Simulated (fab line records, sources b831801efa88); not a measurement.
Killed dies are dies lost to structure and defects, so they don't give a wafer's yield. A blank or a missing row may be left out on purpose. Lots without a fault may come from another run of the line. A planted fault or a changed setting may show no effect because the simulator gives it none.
A struck lot beside a sound one | flow sky130 | 32 steps out of a route of 708
Sound: wafers L909.2, L909.4, L909.5. Struck: wafer L901.4. (L901.2, L901.6 of the same lot were not struck and are left out.) The cause comes at the end.
At each step with rows: each side's tool, then ch and its chambers, then its first start. Under that, the readings that differ: sound wafers | struck wafers | difference of the means | sigmas: that difference in standard deviations of wafers without a fault.
alike: readings whose means differ by less than 2 such deviations, and words and numbers that are the same on both sides. not compared: withheld readings, readings that some wafer has no value for, bounds like >300 that may hide the same value, and numbers for which the record gives no deviation and whose values overlap.
The two part at a step that has a row with sigmas, a row that says differs or no value, or rows on one side only. Numbers that don't overlap but have no deviation are shown without sigmas and don't part them. A reading that every wafer of one side lacks parts them only if that side has two wafers or more.

first, 4 steps without rows for these wafers: SKY_LOCAL_INTERCONNECT_SOFTBAKE_07 (time 90 s); SKY_LOCAL_INTERCONNECT_EXPOSE_08 (exposes mask LI1M, target cd 170 nm); SKY_LOCAL_INTERCONNECT_PEB_09; SKY_LOCAL_INTERCONNECT_DEVELOP_10 (develop time 60 s).
SKY_LOCAL_INTERCONNECT_CD_MEAS_11: target cd 170 nm.
  sound on cd_sem-01, day 35 04:36; struck on cd_sem-01, day 32 21:15
  alike: cd_nm
SKY_LOCAL_INTERCONNECT_OVL_MEAS_12:
  sound on overlay-01, day 35 04:43; struck on overlay-02, day 32 21:22
  alike: LOCAL_INTERCONNECT_OVL
then, 1 step without rows for these wafers: SKY_LOCAL_INTERCONNECT_ETCH_13 (etches BARC in N2/H2, stops on SiO2, time 45.9 s, target depth 60 nm).
SKY_LOCAL_INTERCONNECT_METAL_ETCH_14: etches TiN in Cl2/BCl3, stops on PSG, target depth 110 nm, time 31.4 s.
  sound on rie_metal-03 ch 0,1, day 35 04:48; struck on rie_metal-03 ch 1, day 32 21:27
  alike: drypump_motor_current_A, oes_product_au, throttle_valve_pct
  not compared: rf_hours_counter_h
SKY_LOCAL_INTERCONNECT_STRIP_15: strips in O2/N2.
  sound on plasma_asher-04 ch 0,1, day 35 04:51; struck on plasma_asher-04 ch 0, day 32 21:30
  alike: drypump_motor_current_A, oes_product_au, strip_time_to_endpoint_s
  not compared: rf_hours_counter_h
then, 3 steps without rows for these wafers: SKY_LOCAL_INTERCONNECT_STRIP_16 (strips in post etch residue remover, time 1200 s); SKY_LOCAL_INTERCONNECT_CLEAN_17 (cleans in IPA, time 180 s); SKY_LOCAL_INTERCONNECT_CLEAN_18 (cleans in O3/DIW).
SKY_CONTACT_CVD_00: deposits Si3N4, target thk 75 nm.
  sound on pecvd-02 ch 0,1,2, day 35 05:26; struck on pecvd-03 ch 0, day 32 22:05
  reading                                   | sound             | struck | difference | sigmas
  model.Si3N4_of_CONTACT_CVD_00.thk_nm (nm) | 73.75 75.82 76.01 | 32.16  | -43.03     |
  alike: heater_power_w
SKY_CONTACT_THK_MEAS_01:
  sound on film_metro-02, day 35 05:29; struck on film_metro-02, day 32 22:22
  reading                 | sound          | struck | difference | sigmas
  CONTACT_CVD_00_THK (nm) | 73.7 75.9 76.0 | 32.1   | -43.1      | -45
  not compared: hold
SKY_CONTACT_THK_MEAS_03:
  sound on film_metro-01, day 35 05:37; struck on film_metro-01, day 33 00:18
  reading                 | sound       | struck | difference | sigmas
  CONTACT_HDPCVD_THK (nm) | 555 559 562 | 575    | +16        | +3
SKY_CONTACT_CMP_04: polishes SiO2.
  sound on cmp-02 ch 1,2,3, day 35 05:43; struck on cmp-02 ch 3, day 33 00:24
  alike: motor_current_A, platen_rpm
SKY_CONTACT_BOW_MEAS_05:
  sound on film_metro-04, day 35 06:02; struck on film_metro-02, day 33 00:40
  alike: CONTACT_BOW
then, 8 steps without rows for these wafers: SKY_CONTACT_DEHYDRATE_06 (time 60 s); SKY_CONTACT_HMDS_07 (prime time 60 s); SKY_CONTACT_COAT_08 (resist thk 60 nm); SKY_CONTACT_COAT_09 (resist thk 450 nm); SKY_CONTACT_SOFTBAKE_10 (time 90 s); SKY_CONTACT_EXPOSE_11 (exposes mask CTM1, target cd 170 nm); SKY_CONTACT_PEB_12; SKY_CONTACT_DEVELOP_13 (develop time 60 s).
SKY_CONTACT_CD_MEAS_14: target cd 170 nm.
  sound on cd_sem-01, day 36 07:42; struck on cd_sem-01, day 34 01:48
  alike: cd_nm
SKY_CONTACT_OVL_MEAS_15:
  sound on overlay-01, day 36 07:49; struck on overlay-02, day 34 01:55
  alike: CONTACT_OVL
then, 1 step without rows for these wafers: SKY_CONTACT_ETCH_16 (etches BARC in N2/H2, stops on SiO2, time 45.9 s, target depth 60 nm).
SKY_CONTACT_ETCH_17: etches SiO2 in C4F8/O2/Ar, stops on Si3N4, target depth 340 nm.
  sound on rie_diel-02 ch 0,1,3, day 36 07:53; struck on rie_diel-03 ch 0, day 34 01:59
  alike: oes_product_au
SKY_CONTACT_ETCH_18: etches Si3N4 in CHF3/O2, stops on TiN, time 39 s, target depth 75 nm.
  sound on rie_diel-02 ch 0,1,3; struck on rie_diel-03 ch 0
  reading                  | sound             | struck | difference | sigmas
  oes_product_au (a.u.)    | 0.838 0.865 0.862 | 0.584  | -0.271     | -33
  throttle_valve_pct (%)   | 8.791 8.791 8.807 | 8.732  | -0.064     | -7
  model.etch.depth_nm (nm) | 73.75 75.82 76.01 | 32.16  | -43.03     |
  alike: O2_flow_sccm, drypump_motor_current_A
  not compared: rf_hours_counter_h
SKY_CONTACT_STRIP_19: strips in O2/N2.
  sound on plasma_asher-03 ch 0,1, day 36 07:58; struck on plasma_asher-04 ch 1, day 34 02:04
  alike: drypump_motor_current_A, oes_product_au, strip_time_to_endpoint_s
  not compared: rf_hours_counter_h
then, 1 step without rows for these wafers: SKY_PAD_OPEN_PROBE_99.

WHERE THEY PART
First at SKY_CONTACT_THK_MEAS_01; last, within this record, at SKY_CONTACT_ETCH_18. Later steps at which nothing parts them and some readings are alike: SKY_CONTACT_STRIP_19.

WHY: what the simulator had put in
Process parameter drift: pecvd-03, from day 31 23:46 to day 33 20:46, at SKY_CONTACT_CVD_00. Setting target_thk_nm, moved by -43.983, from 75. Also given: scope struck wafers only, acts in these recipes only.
